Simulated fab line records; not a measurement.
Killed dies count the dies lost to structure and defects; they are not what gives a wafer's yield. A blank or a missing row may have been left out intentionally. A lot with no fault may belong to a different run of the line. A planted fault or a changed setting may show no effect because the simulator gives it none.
Which tool was responsible? / flow sky130 / 24 lots with 72 wafers sampled at 5 steps, on a route of 708 steps

WHAT THE GAUGES SHOWED, per wafer
SKY_CONTACT_CD_MEAS_14 targets a cd of 170 nm. Usual: cd nm 170.7 nm, standard deviation 1.6.
lot=L074; measured=day 31 10:51; on=cd sem-02; cd nm (nm)=168.9 168.4 170.4; flag=
lot=L075; measured=day 31 12:53; on=cd sem-01; cd nm (nm)=171.4 170.9 171.6; flag=
lot=L076; measured=day 32 08:48; on=cd sem-01; cd nm (nm)=172.0 171.5 170.7; flag=
lot=L077; measured=day 32 22:01; on=cd sem-02; cd nm (nm)=172.2 173.3 173.1; flag=
lot=L079; measured=day 33 12:52; on=cd sem-01; cd nm (nm)=171.9 171.4 171.0; flag=
lot=L078; measured=day 33 14:38; on=cd sem-02; cd nm (nm)=169.0 168.8 170.4; flag=
lot=L080; measured=day 33 23:46; on=cd sem-01; cd nm (nm)=171.4 171.9 170.3; flag=
lot=L081; measured=day 34 06:47; on=cd sem-01; cd nm (nm)=171.4 170.6 172.6; flag=
lot=L082; measured=day 34 07:53; on=cd sem-01; cd nm (nm)=171.0 169.6 169.5; flag=
lot=L083; measured=day 34 08:54; on=cd sem-02; cd nm (nm)=170.5 170.4 171.1; flag=
lot=L084; measured=day 34 21:23; on=cd sem-01; cd nm (nm)=169.2 168.7 168.6; flag=
lot=L085; measured=day 35 07:35; on=cd sem-02; cd nm (nm)=171.3 169.4 170.9; flag=
lot=L086; measured=day 35 13:11; on=cd sem-01; cd nm (nm)=168.6 167.4 168.9; flag=
lot=L088; measured=day 36 06:49; on=cd sem-02; cd nm (nm)=168.4 169.4 169.5; flag=
lot=L087; measured=day 36 05:16; on=cd sem-02; cd nm (nm)=171.1 170.0 170.8; flag=
lot=L089; measured=day 36 13:24; on=cd sem-01; cd nm (nm)=171.7 170.0 172.3; flag=
lot=L090; measured=day 36 23:05; on=cd sem-02; cd nm (nm)=169.5 168.4 170.3; flag=
lot=L092; measured=day 37 17:23; on=cd sem-02; cd nm (nm)=170.7 173.0 171.5; flag=
lot=L091; measured=day 37 22:19; on=cd sem-01; cd nm (nm)=171.0 171.2 169.7; flag=
lot=L093; measured=day 37 22:40; on=cd sem-02; cd nm (nm)=172.0 172.5 171.8; flag=
lot=L094; measured=day 38 00:29; on=cd sem-01; cd nm (nm)=171.7 170.0 170.4; flag=
lot=L095; measured=day 38 09:40; on=cd sem-02; cd nm (nm)=174.1 173.4 175.0; flag=
lot=L096; measured=day 38 14:25; on=cd sem-02; cd nm (nm)=168.8 167.7 167.9; flag=
lot=L097; measured=day 38 18:30; on=cd sem-02; cd nm (nm)=169.3 170.1 172.3; flag=

SKY_CONTACT_THK_MEAS_26: measures by xrf. Usual: CONTACT_W_THK typically reads 336 nm, with standard deviation 6.9.
lot=L074; measured=day 31 12:02; on=film metro-01; CONTACT_W_THK (nm)=331 330 333; flag=
lot=L075; measured=day 31 14:06; on=film metro-01; CONTACT_W_THK (nm)=335 334 339; flag=
lot=L076; measured=day 32 10:01; on=film metro-02; CONTACT_W_THK (nm)=353 347 337; flag=
lot=L077; measured=day 32 23:11; on=film metro-03; CONTACT_W_THK (nm)=339 340 338; flag=
lot=L079; measured=day 33 14:02; on=film metro-03; CONTACT_W_THK (nm)=334 333 334; flag=
lot=L078; measured=day 33 15:47; on=film metro-02; CONTACT_W_THK (nm)=350 339 353; flag=
lot=L080; measured=day 34 00:56; on=film metro-01; CONTACT_W_THK (nm)=326 332 325; flag=
lot=L081; measured=day 34 08:17; on=film metro-01; CONTACT_W_THK (nm)=323 326 322; flag=
lot=L082; measured=day 34 09:25; on=film metro-03; CONTACT_W_THK (nm)=336 327 328; flag=
lot=L083; measured=day 34 10:31; on=film metro-03; CONTACT_W_THK (nm)=344 332 336; flag=
lot=L084; measured=day 34 22:33; on=film metro-02; CONTACT_W_THK (nm)=329 342 340; flag=
lot=L085; measured=day 35 08:48; on=film metro-02; CONTACT_W_THK (nm)=334 338 338; flag=
lot=L086; measured=day 35 14:30; on=film metro-03; CONTACT_W_THK (nm)=329 331 330; flag=
lot=L088; measured=day 36 07:59; on=film metro-03; CONTACT_W_THK (nm)=336 338 340; flag=
lot=L087; measured=day 36 06:27; on=film metro-02; CONTACT_W_THK (nm)=339 328 331; flag=
lot=L089; measured=day 36 14:33; on=film metro-03; CONTACT_W_THK (nm)=328 336 333; flag=
lot=L090; measured=day 37 00:14; on=film metro-01; CONTACT_W_THK (nm)=344 334 344; flag=
lot=L092; measured=day 37 18:33; on=film metro-01; CONTACT_W_THK (nm)=347 341 333; flag=
lot=L091; measured=day 37 23:32; on=film metro-01; CONTACT_W_THK (nm)=346 349 342; flag=
lot=L093; measured=day 37 23:51; on=film metro-01; CONTACT_W_THK (nm)=329 332 336; flag=
lot=L094; measured=day 38 01:39; on=film metro-02; CONTACT_W_THK (nm)=348 336 351; flag=
lot=L095; measured=day 38 11:11; on=film metro-03; CONTACT_W_THK (nm)=336 330 333; flag=
lot=L096; measured=day 38 15:38; on=film metro-02; CONTACT_W_THK (nm)=339 341 346; flag=
lot=L097; measured=day 38 19:41; on=film metro-02; CONTACT_W_THK (nm)=336 343 334; flag=

SKY_VIA1_THK_MEAS_01. Usual: VIA1_HDPCVD_THK typically reads 1028 nm, with standard deviation 8.7.
lot=L074; measured=day 32 17:07; on=film metro-01; VIA1_HDPCVD_THK (nm)=1025 1031 1048; flag=
lot=L075; measured=day 32 19:23; on=film metro-02; VIA1_HDPCVD_THK (nm)=1027 1037 1029; flag=
lot=L076; measured=day 33 14:41; on=film metro-01; VIA1_HDPCVD_THK (nm)=1011 1026 1021; flag=
lot=L077; measured=day 34 03:48; on=film metro-02; VIA1_HDPCVD_THK (nm)=1017 1028 1028; flag=
lot=L079; measured=day 34 18:33; on=film metro-02; VIA1_HDPCVD_THK (nm)=1048 1039 1026; flag=
lot=L078; measured=day 34 19:49; on=film metro-01; VIA1_HDPCVD_THK (nm)=1021 1028 1009; flag=
lot=L080; measured=day 35 05:55; on=film metro-04; VIA1_HDPCVD_THK (nm)=1035 1029 1044; flag=
lot=L081; measured=day 35 13:43; on=film metro-02; VIA1_HDPCVD_THK (nm)=1034 1033 1028; flag=
lot=L082; measured=day 35 14:03; on=film metro-02; VIA1_HDPCVD_THK (nm)=1027 1034 1024; flag=
lot=L083; measured=day 35 14:37; on=film metro-01; VIA1_HDPCVD_THK (nm)=1018 1042 1009; flag=
lot=L084; measured=day 36 03:17; on=film metro-01; VIA1_HDPCVD_THK (nm)=1016 1018 1022; flag=
lot=L085; measured=day 36 12:51; on=film metro-01; VIA1_HDPCVD_THK (nm)=1021 1043 1032; flag=
lot=L086; measured=day 36 17:37; on=film metro-02; VIA1_HDPCVD_THK (nm)=1021 1035 1046; flag=
lot=L088; measured=day 37 11:24; on=film metro-02; VIA1_HDPCVD_THK (nm)=1029 1029 1018; flag=
lot=L087; measured=day 37 09:59; on=film metro-04; VIA1_HDPCVD_THK (nm)=1022 1033 1024; flag=
lot=L089; measured=day 37 17:51; on=film metro-02; VIA1_HDPCVD_THK (nm)=1029 1034 1027; flag=
lot=L090; measured=day 38 03:41; on=film metro-02; VIA1_HDPCVD_THK (nm)=1024 1012 1022; flag=
lot=L092; measured=day 38 21:37; on=film metro-02; VIA1_HDPCVD_THK (nm)=1033 1031 1040; flag=
lot=L091; measured=day 39 03:10; on=film metro-02; VIA1_HDPCVD_THK (nm)=1031 1031 1025; flag=
lot=L093; measured=day 39 03:17; on=film metro-04; VIA1_HDPCVD_THK (nm)=1026 1029 1025; flag=
lot=L094; measured=day 39 04:31; on=film metro-02; VIA1_HDPCVD_THK (nm)=1037 1034 1029; flag=
lot=L095; measured=day 39 14:46; on=film metro-02; VIA1_HDPCVD_THK (nm)=1035 1026 1033; flag=
lot=L096; measured=day 39 18:37; on=film metro-01; VIA1_HDPCVD_THK (nm)=1042 1027 1040; flag=
lot=L097; measured=day 39 22:46; on=film metro-02; VIA1_HDPCVD_THK (nm)=1027 1036 1033; flag=

TOOL THAT RAN EACH LOT (tool first, then ch and the chambers of the sampled wafers, then the start)
lot=L074; SKY_LDD_LDN_STRIP_12=plasma asher-03 ch 0,1, day 22 17:28; SKY_METAL1_SPUTTER_00=pvd sputter-02, day 31 12:23
lot=L075; SKY_LDD_LDN_STRIP_12=plasma asher-01 ch 0,1, day 22 19:51; SKY_METAL1_SPUTTER_00=pvd sputter-02, day 31 14:28
lot=L076; SKY_LDD_LDN_STRIP_12=plasma asher-01 ch 0,1, day 23 17:50; SKY_METAL1_SPUTTER_00=pvd sputter-02, day 32 10:22
lot=L077; SKY_LDD_LDN_STRIP_12=plasma asher-04 ch 0,1, day 24 06:37; SKY_METAL1_SPUTTER_00=pvd sputter-04, day 32 23:33
lot=L079; SKY_LDD_LDN_STRIP_12=plasma asher-03 ch 0,1, day 25 00:20; SKY_METAL1_SPUTTER_00=pvd sputter-04, day 33 14:23
lot=L078; SKY_LDD_LDN_STRIP_12=plasma asher-01 ch 0,1, day 25 01:37; SKY_METAL1_SPUTTER_00=pvd sputter-04, day 33 16:08
lot=L080; SKY_LDD_LDN_STRIP_12=plasma asher-03 ch 0,1, day 25 10:53; SKY_METAL1_SPUTTER_00=pvd sputter-04, day 34 01:18
lot=L081; SKY_LDD_LDN_STRIP_12=plasma asher-03 ch 0,1, day 25 19:25; SKY_METAL1_SPUTTER_00=pvd sputter-04, day 34 08:37
lot=L082; SKY_LDD_LDN_STRIP_12=plasma asher-01 ch 0, day 25 20:20; SKY_METAL1_SPUTTER_00=pvd sputter-04, day 34 09:46
lot=L083; SKY_LDD_LDN_STRIP_12=plasma asher-03 ch 0,1, day 25 21:28; SKY_METAL1_SPUTTER_00=pvd sputter-04, day 34 10:52
lot=L084; SKY_LDD_LDN_STRIP_12=plasma asher-01 ch 0, day 26 12:31; SKY_METAL1_SPUTTER_00=pvd sputter-04, day 34 22:56
lot=L085; SKY_LDD_LDN_STRIP_12=plasma asher-04 ch 0,1, day 26 23:27; SKY_METAL1_SPUTTER_00=pvd sputter-01, day 35 09:10
lot=L086; SKY_LDD_LDN_STRIP_12=plasma asher-04 ch 0,1, day 27 04:44; SKY_METAL1_SPUTTER_00=pvd sputter-01, day 35 14:52
lot=L088; SKY_LDD_LDN_STRIP_12=plasma asher-04 ch 0,1, day 27 21:24; SKY_METAL1_SPUTTER_00=pvd sputter-04, day 36 08:20
lot=L087; SKY_LDD_LDN_STRIP_12=plasma asher-01 ch 0,1, day 27 21:38; SKY_METAL1_SPUTTER_00=pvd sputter-02, day 36 06:49
lot=L089; SKY_LDD_LDN_STRIP_12=plasma asher-04 ch 0,1, day 28 08:58; SKY_METAL1_SPUTTER_00=pvd sputter-04, day 36 14:53
lot=L090; SKY_LDD_LDN_STRIP_12=plasma asher-03 ch 0,1, day 28 17:58; SKY_METAL1_SPUTTER_00=pvd sputter-02, day 37 00:35
lot=L092; SKY_LDD_LDN_STRIP_12=plasma asher-01 ch 0,1, day 29 16:43; SKY_METAL1_SPUTTER_00=pvd sputter-04, day 37 18:54
lot=L091; SKY_LDD_LDN_STRIP_12=plasma asher-04 ch 0,1, day 29 18:25; SKY_METAL1_SPUTTER_00=pvd sputter-02, day 37 23:53
lot=L093; SKY_LDD_LDN_STRIP_12=plasma asher-03 ch 1, day 29 19:08; SKY_METAL1_SPUTTER_00=pvd sputter-01, day 38 00:12
lot=L094; SKY_LDD_LDN_STRIP_12=plasma asher-03 ch 0, day 30 00:48; SKY_METAL1_SPUTTER_00=pvd sputter-02, day 38 02:00
lot=L095; SKY_LDD_LDN_STRIP_12=plasma asher-03 ch 0,1, day 30 09:07; SKY_METAL1_SPUTTER_00=pvd sputter-01, day 38 11:33
lot=L096; SKY_LDD_LDN_STRIP_12=plasma asher-01 ch 0,1, day 30 11:56; SKY_METAL1_SPUTTER_00=pvd sputter-04, day 38 15:59
lot=L097; SKY_LDD_LDN_STRIP_12=plasma asher-04 ch 0,1, day 30 16:28; SKY_METAL1_SPUTTER_00=pvd sputter-02, day 38 20:04
- SKY_LDD_LDN_STRIP_12: strips in O2/N2.
- SKY_METAL1_SPUTTER_00: material Ti, target thk 15 nm, time 10 s.

WHAT THE TOOLS THEMSELVES READ (means of the sampled wafers that have a number; where no wafer has one, the mark that the record gives instead)
SKY_LDD_LDN_STRIP_12. Usual: drypump motor current A 5.6 A, standard deviation 0.51; oes product au 0.715 a.u., standard deviation 0.0047; strip time to endpoint s 14.18 s, standard deviation 0.038.
lot=L074; tool=plasma asher-03; drypump motor current A (A)=6.0; oes product au (a.u.)=0.718; strip time to endpoint s (s)=14.18; flag=
lot=L075; tool=plasma asher-01; drypump motor current A (A)=5.6; oes product au (a.u.)=0.716; strip time to endpoint s (s)=14.16; flag=
lot=L076; tool=plasma asher-01; drypump motor current A (A)=5.7; oes product au (a.u.)=0.714; strip time to endpoint s (s)=14.14; flag=
lot=L077; tool=plasma asher-04; drypump motor current A (A)=5.5; oes product au (a.u.)=0.713; strip time to endpoint s (s)=14.16; flag=
lot=L079; tool=plasma asher-03; drypump motor current A (A)=6.0; oes product au (a.u.)=0.718; strip time to endpoint s (s)=14.17; flag=
lot=L078; tool=plasma asher-01; drypump motor current A (A)=5.6; oes product au (a.u.)=0.716; strip time to endpoint s (s)=14.11; flag=
lot=L080; tool=plasma asher-03; drypump motor current A (A)=5.5; oes product au (a.u.)=0.718; strip time to endpoint s (s)=14.21; flag=
lot=L081; tool=plasma asher-03; drypump motor current A (A)=6.0; oes product au (a.u.)=0.718; strip time to endpoint s (s)=14.16; flag=
lot=L082; tool=plasma asher-01; drypump motor current A (A)=5.8; oes product au (a.u.)=0.717; strip time to endpoint s (s)=14.18; flag=
lot=L083; tool=plasma asher-03; drypump motor current A (A)=6.0; oes product au (a.u.)=0.716; strip time to endpoint s (s)=14.14; flag=
lot=L084; tool=plasma asher-01; drypump motor current A (A)=5.8; oes product au (a.u.)=0.712; strip time to endpoint s (s)=14.20; flag=
lot=L085; tool=plasma asher-04; drypump motor current A (A)=5.5; oes product au (a.u.)=0.717; strip time to endpoint s (s)=14.20; flag=
lot=L086; tool=plasma asher-04; drypump motor current A (A)=5.5; oes product au (a.u.)=0.715; strip time to endpoint s (s)=14.19; flag=
lot=L088; tool=plasma asher-04; drypump motor current A (A)=5.3; oes product au (a.u.)=0.717; strip time to endpoint s (s)=14.21; flag=
lot=L087; tool=plasma asher-01; drypump motor current A (A)=5.6; oes product au (a.u.)=0.716; strip time to endpoint s (s)=14.18; flag=
lot=L089; tool=plasma asher-04; drypump motor current A (A)=5.3; oes product au (a.u.)=0.715; strip time to endpoint s (s)=14.17; flag=
lot=L090; tool=plasma asher-03; drypump motor current A (A)=6.0; oes product au (a.u.)=0.715; strip time to endpoint s (s)=14.18; flag=
lot=L092; tool=plasma asher-01; drypump motor current A (A)=5.7; oes product au (a.u.)=0.714; strip time to endpoint s (s)=14.24; flag=
lot=L091; tool=plasma asher-04; drypump motor current A (A)=5.3; oes product au (a.u.)=0.713; strip time to endpoint s (s)=14.18; flag=
lot=L093; tool=plasma asher-03; drypump motor current A (A)=5.0; oes product au (a.u.)=0.717; strip time to endpoint s (s)=14.25; flag=
lot=L094; tool=plasma asher-03; drypump motor current A (A)=6.5; oes product au (a.u.)=0.714; strip time to endpoint s (s)=14.24; flag=
lot=L095; tool=plasma asher-03; drypump motor current A (A)=5.5; oes product au (a.u.)=0.719; strip time to endpoint s (s)=14.15; flag=
lot=L096; tool=plasma asher-01; drypump motor current A (A)=5.6; oes product au (a.u.)=0.714; strip time to endpoint s (s)=14.17; flag=
lot=L097; tool=plasma asher-04; drypump motor current A (A)=5.5; oes product au (a.u.)=0.714; strip time to endpoint s (s)=14.16; flag=

SKY_METAL1_SPUTTER_00. Usual: throttle valve pct 30.1 %, standard deviation 0.93.
lot=L074; tool=pvd sputter-02; throttle valve pct (%)=29.1; flag=
lot=L075; tool=pvd sputter-02; throttle valve pct (%)=29.1; flag=
lot=L076; tool=pvd sputter-02; throttle valve pct (%)=29.3; flag=
lot=L077; tool=pvd sputter-04; throttle valve pct (%)=31.1; flag=
lot=L079; tool=pvd sputter-04; throttle valve pct (%)=30.4; flag=
lot=L078; tool=pvd sputter-04; throttle valve pct (%)=30.6; flag=
lot=L080; tool=pvd sputter-04; throttle valve pct (%)=30.6; flag=
lot=L081; tool=pvd sputter-04; throttle valve pct (%)=30.7; flag=
lot=L082; tool=pvd sputter-04; throttle valve pct (%)=30.9; flag=
lot=L083; tool=pvd sputter-04; throttle valve pct (%)=30.4; flag=
lot=L084; tool=pvd sputter-04; throttle valve pct (%)=31.0; flag=
lot=L085; tool=pvd sputter-01; throttle valve pct (%)=30.4; flag=
lot=L086; tool=pvd sputter-01; throttle valve pct (%)=30.1; flag=
lot=L088; tool=pvd sputter-04; throttle valve pct (%)=30.5; flag=
lot=L087; tool=pvd sputter-02; throttle valve pct (%)=29.1; flag=
lot=L089; tool=pvd sputter-04; throttle valve pct (%)=30.2; flag=
lot=L090; tool=pvd sputter-02; throttle valve pct (%)=29.1; flag=
lot=L092; tool=pvd sputter-04; throttle valve pct (%)=31.0; flag=
lot=L091; tool=pvd sputter-02; throttle valve pct (%)=29.3; flag=
lot=L093; tool=pvd sputter-01; throttle valve pct (%)=30.9; flag=
lot=L094; tool=pvd sputter-02; throttle valve pct (%)=29.2; flag=
lot=L095; tool=pvd sputter-01; throttle valve pct (%)=30.3; flag=
lot=L096; tool=pvd sputter-04; throttle valve pct (%)=31.2; flag=
lot=L097; tool=pvd sputter-02; throttle valve pct (%)=29.1; flag=

THE ANSWER, worked out from the rows above alone
Rule: a lot is off if the mean of its wafers that have a number lies more than 3 standard deviations from the usual mean. Also off: a lot with no number at a reading for which 4 or more lots have one. Where the step has rows for the other lots, those lots are counted as sound. After the gauges, taken in route order, come the tools' own readings; for these a lot's mean is taken, as printed above. The first step at which some lot is off is used, and at that step the reading that is off furthest; a lot without a number counts as furthest.
No lot is off at any reading shown: from this, nothing can be told.

WHAT THE SIMULATOR PUT IN
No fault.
